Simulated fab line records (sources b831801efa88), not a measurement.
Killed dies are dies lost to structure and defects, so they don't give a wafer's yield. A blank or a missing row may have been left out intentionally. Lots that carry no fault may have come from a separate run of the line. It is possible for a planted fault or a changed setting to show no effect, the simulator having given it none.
Problem report, 8D (eight disciplines) form, completed by code || flow sky130 || the parts of the form that need people (team, actions taken, sign-off) are left out

1. PROBLEM STATEMENT
Wafers without a fault read 36.96 s, standard deviation 0.11; stripTimeToEndpointS at SKY_NWELL_STRIP_25 reads a mean of 35.83 s on 3 wafers belonging to 2 lots. That is -10 standard deviations from the usual mean.
The step: strips in O2/N2.
First seen on wafer L969.1, day 9 03:56, on plasmaAsher-02. The record holds 32 wafers of 11 lots with a number at this step. The rule behind "out" and "out of limits": a value lying over 4 standard deviations away from the usual mean. The other wafers with a number count as sound.

2. WHAT IT IS, AND WHAT IT ISN'T
{"question": "which readings at this step", "is": "stripTimeToEndpointS", "is not": "drypumpMotorCurrentA, n2FlowSccm, oesProductAu"}
{"question": "which lots", "is": "L969, L972", "is not": "L954, L955, L956, L957, L962, L963, L966, L967, L976"}
{"question": "which wafers of those lots", "is": "L969.1, L972.1, L972.5", "is not": "L969.6, L972.6"}
{"question": "read on which tools", "is": "plasmaAsher-02", "is not": "plasmaAsher-03, plasmaAsher-04"}
{"question": "when", "is": "from day 9 03:56", "is not": "up to then (25 sound wafers); but 4 sound wafers of L972, L976 came after"}

3. SUSPECTS, AND WHAT RULES EACH OUT
Counting: a tool at a process step up to the reading stays a suspect if it ran every lot that is out. Sound lots after the first of them don't rule it out here, since some wafers of a struck lot are sound.
- lithoTrack-02 at SKY_NWELL_COAT_18 (resist thk 3000 nm): kept. It processed each lot that is out (first: L969, day 8 17:08); up to then, its last sound lot is L966 (day 7 21:02).
- plasmaAsher-02 at SKY_NWELL_STRIP_25 (strips in O2/N2): kept. It processed each lot that is out (first: L969, day 9 03:56); up to then, its last sound lot is L967 (day 8 13:56). Its own stripTimeToEndpointS readings are out on those wafers.
After counting, lithoTrack-02 at SKY_NWELL_COAT_18 and plasmaAsher-02 at SKY_NWELL_STRIP_25 remain.

4. THE CAUSE (what the simulator had put in)
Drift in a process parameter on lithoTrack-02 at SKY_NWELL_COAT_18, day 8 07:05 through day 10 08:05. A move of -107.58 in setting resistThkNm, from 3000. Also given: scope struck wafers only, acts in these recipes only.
This tool is one of the 2 suspects left after counting.

5. THE CHAIN OF EFFECTS, in route order
One row per reading whose mean, taken over the struck wafers that have a number, lies over 3 standard deviations from the usual. Only readings whose record carries a usual standard deviation are examined. hours: median over the lots of the time between each lot's start at the first step of this table that gives one and its start at this step. sigmas: the change, counted in usual standard deviations.
{"hours": 0, "step": "SKY_NWELL_STRIP_25", "reading": "stripTimeToEndpointS", "usual": "36.96 s", "on struck wafers": 35.83, "change": -1.13, "sigmas": -10}
The process steps in it:
- SKY_NWELL_STRIP_25: strips in O2/N2.
At these later measuring or inspecting steps, every struck wafer for which the step has a row has a number for every such reading, and none has moved that far: SKY_VT_ADJUST_LVTN_TW_MEAS_21.

6. HOW IT WOULD HAVE BEEN CAUGHT EARLIER
In this record no reading fell out of limits until day 9 03:56, 21 hours after the fault had begun at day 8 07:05.
Tool readings at SKY_NWELL_COAT_18 with a usual standard deviation given in the record: none out on any struck wafer, hence no alarm at a limit of 4 standard deviations on them.
Lots out: 2; of these, L972 started SKY_NWELL_COAT_18 on lithoTrack-02 after day 9 03:56. A hold on the tool at that time would have spared it.
